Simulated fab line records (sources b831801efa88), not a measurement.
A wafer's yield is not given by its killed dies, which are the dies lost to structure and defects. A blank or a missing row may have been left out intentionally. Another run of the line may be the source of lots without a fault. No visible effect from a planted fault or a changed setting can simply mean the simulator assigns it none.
Matching of chambers :: flow gf180mcu :: 3 sister chambers for GF_V5_CVD_02 on pecvd-02
The step deposits SiO2 from TEOS, target thk 1450 nm, time 163.28 s. 14 wafers are shown with their chamber, then 7 later ones without.

## WAFERS WITH THEIR CHAMBER
wafer: L504.3
chamber: 2
heater_power_w (W): 538

wafer: L504.4
chamber: 0
heater_power_w (W): 672

wafer: L504.5
chamber: 0
heater_power_w (W): 743

wafer: L505.2
chamber: 0
heater_power_w (W): 687

wafer: L505.4
chamber: 2
heater_power_w (W): 549

wafer: L505.5
chamber: 0
heater_power_w (W): 573

wafer: L509.1
chamber: 2
heater_power_w (W): 563

wafer: L509.3
chamber: 0
heater_power_w (W): 601

wafer: L509.6
chamber: 1
heater_power_w (W): 508

wafer: L514.1
chamber: 2
heater_power_w (W): 691

wafer: L514.4
chamber: 2
heater_power_w (W): 544

wafer: L514.6
chamber: 1
heater_power_w (W): 507

wafer: L517.1
chamber: 2
heater_power_w (W): 676

wafer: L517.2
chamber: 1
heater_power_w (W): 582

SIGNATURES, as means of the wafers listed above
reading: heater_power_w
chamber 0: 655.20
chamber 1: 532.33
chamber 2: 593.50
scatter within a chamber: 65.5
Rule: a wafer's distance from a chamber is the root of the sum, over the readings, of the square of ((its reading less the chamber's mean) divided by the reading's scatter). The wafer belongs to the nearest chamber; if the next one is less than 2 further off, it can't be placed. The scatter is the square root of a quotient: the sum, over the shown wafers, of each reading's squared deviation from its chamber's mean, divided by wafers minus chambers.

## WAFERS WITHOUT THEIR CHAMBER
wafer: L517.3
heater_power_w (W): 703

wafer: L525.3
heater_power_w (W): 661

wafer: L525.4
heater_power_w (W): 544

wafer: L525.6
heater_power_w (W): 645

wafer: L526.1
heater_power_w (W): 631

wafer: L526.3
heater_power_w (W): 691

wafer: L526.4
heater_power_w (W): 547

## THE CHAMBER EACH PASSED THROUGH
wafer: L517.3
from the rows above: can't be placed: 0 or 2 or 1
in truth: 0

wafer: L525.3
from the rows above: can't be placed: 0 or 2 or 1
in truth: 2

wafer: L525.4
from the rows above: can't be placed: 1 or 2 or 0
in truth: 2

wafer: L525.6
from the rows above: can't be placed: 0 or 2 or 1
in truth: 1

wafer: L526.1
from the rows above: can't be placed: 0 or 2 or 1
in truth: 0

wafer: L526.3
from the rows above: can't be placed: 0 or 2 or 1
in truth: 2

wafer: L526.4
from the rows above: can't be placed: 1 or 2 or 0
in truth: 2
0 of 7 placed correctly. From these rows, 7 cannot be placed; in 7 the true chamber is one of the candidates. Placed wrongly: 0.
